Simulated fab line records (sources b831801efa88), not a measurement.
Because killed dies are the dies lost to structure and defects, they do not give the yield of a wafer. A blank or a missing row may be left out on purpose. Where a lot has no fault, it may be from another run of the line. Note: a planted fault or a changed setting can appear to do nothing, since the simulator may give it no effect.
Shared-tool check + flow gf180mcu + Sample size 13 lots and 39 wafers

REASON FOR OPENING
GF_MVSD_TW_MEAS_11, reading MVSD_TW: flagged on 2 of 13 lots. Wafers without a fault read 1572, standard deviation 13.
Rule: a lot is flagged when every wafer of it that has a number lies more than 4 standard deviations from that mean, or none has a number. All remaining lots are regarded as sound.

| lot  | measured    | on            | MVSD_TW, wafer by wafer | flag    |
|------|-------------|---------------|-------------------------|---------|
| L438 | day 4 12:10 | film metro-03 | 1563 1559 1561          |         |
| L439 | day 4 20:18 | film metro-03 | 1554 1557 1565          |         |
| L440 | day 5 00:23 | film metro-03 | 1563 1564 1564          |         |
| L441 | day 5 05:01 | film metro-01 | 1577 1571 1570          |         |
| L442 | day 5 12:00 | film metro-03 | 1562 1569 1563          |         |
| L443 | day 5 17:29 | film metro-03 | 1572 1574 1574          |         |
| L446 | day 6 11:39 | film metro-01 | 1264 1256 1265          | FLAGGED |
| L448 | day 6 20:50 | film metro-04 | 1266 1269 1274          | FLAGGED |
| L455 | day 8 14:56 | film metro-03 | 1557 1562 1551          |         |
| L456 | day 8 18:32 | film metro-01 | 1574 1574 1572          |         |
| L457 | day 9 01:01 | film metro-04 | 1601 1596 1608          |         |
| L458 | day 9 07:02 | film metro-01 | 1588 1580 1582          |         |
| L459 | day 9 13:25 | film metro-03 | 1556 1564 1557          |         |
Average over the flagged lots: 1266; offset from the usual -306, equal to -24 standard deviations.

TOOL THAT RAN EACH LOT
The record holds 1 process step before the reading, out of a route of 602 steps. Cell contents, in order: the tool; ch with the chambers the sampled wafers went through; the start.
| lot  | flag    | GF_MVSD_IMPLANT_08             |
|------|---------|--------------------------------|
| L438 |         | implanter-01 ch 0, day 4 11:47 |
| L439 |         | implanter-01 ch 0, day 4 19:56 |
| L440 |         | implanter-04 ch 0, day 5 00:00 |
| L441 |         | implanter-02 ch 0, day 5 04:37 |
| L442 |         | implanter-01 ch 0, day 5 11:36 |
| L443 |         | implanter-04 ch 0, day 5 17:05 |
| L446 | FLAGGED | implanter-01 ch 0, day 6 11:15 |
| L448 | FLAGGED | implanter-01 ch 0, day 6 20:26 |
| L455 |         | implanter-04 ch 0, day 8 14:32 |
| L456 |         | implanter-02 ch 0, day 8 18:08 |
| L457 |         | implanter-04 ch 0, day 9 00:37 |
| L458 |         | implanter-02 ch 0, day 9 06:40 |
| L459 |         | implanter-04 ch 0, day 9 13:01 |
These steps, and what they do:
- GF_MVSD_IMPLANT_08
- GF_MVSD_TW_MEAS_11

FLAGGED OVER TOTAL, TOOL BY TOOL (the gauges that took the reading come last)
| step               | tool          | lots run | flagged | share of the flagged lots | sound lots run after its first flagged lot |
|--------------------|---------------|----------|---------|---------------------------|--------------------------------------------|
| GF_MVSD_IMPLANT_08 | implanter-01  | 5        | 2       | all                       | 0                                          |
| GF_MVSD_IMPLANT_08 | implanter-02  | 3        | 0       | none                      | -                                          |
| GF_MVSD_IMPLANT_08 | implanter-04  | 5        | 0       | none                      | -                                          |
| GF_MVSD_TW_MEAS_11 | film metro-01 | 4        | 1       | some                      | 2 (L456,L458)                              |
| GF_MVSD_TW_MEAS_11 | film metro-03 | 7        | 0       | none                      | -                                          |
| GF_MVSD_TW_MEAS_11 | film metro-04 | 2        | 1       | some                      | 1 (L457)                                   |

WHAT IS ALLOWED BY THE TABLE
In the table, 1 row covers all flagged lots: implanter-01 at GF_MVSD_IMPLANT_08.
- implanter-01 at GF_MVSD_IMPLANT_08 ran 5 lots, 2 of them flagged. Its last sound lot is L442 (day 5 11:36), its first flagged lot L446 (day 6 11:15): a fault that began between those two fits. Its own readings (dose ions cm2, faraday current uA) fall more than 4 standard deviations out on all wafers of the flagged lots.
Just one tool remains: implanter-01 at GF_MVSD_IMPLANT_08.

WHAT WAS PUT IN BY THE SIMULATOR
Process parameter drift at GF_MVSD_IMPLANT_08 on implanter-01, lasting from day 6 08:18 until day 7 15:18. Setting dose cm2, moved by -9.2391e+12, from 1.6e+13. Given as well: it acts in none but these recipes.
Lots struck among those shown: L446, L448. The rule above reached the same finding.
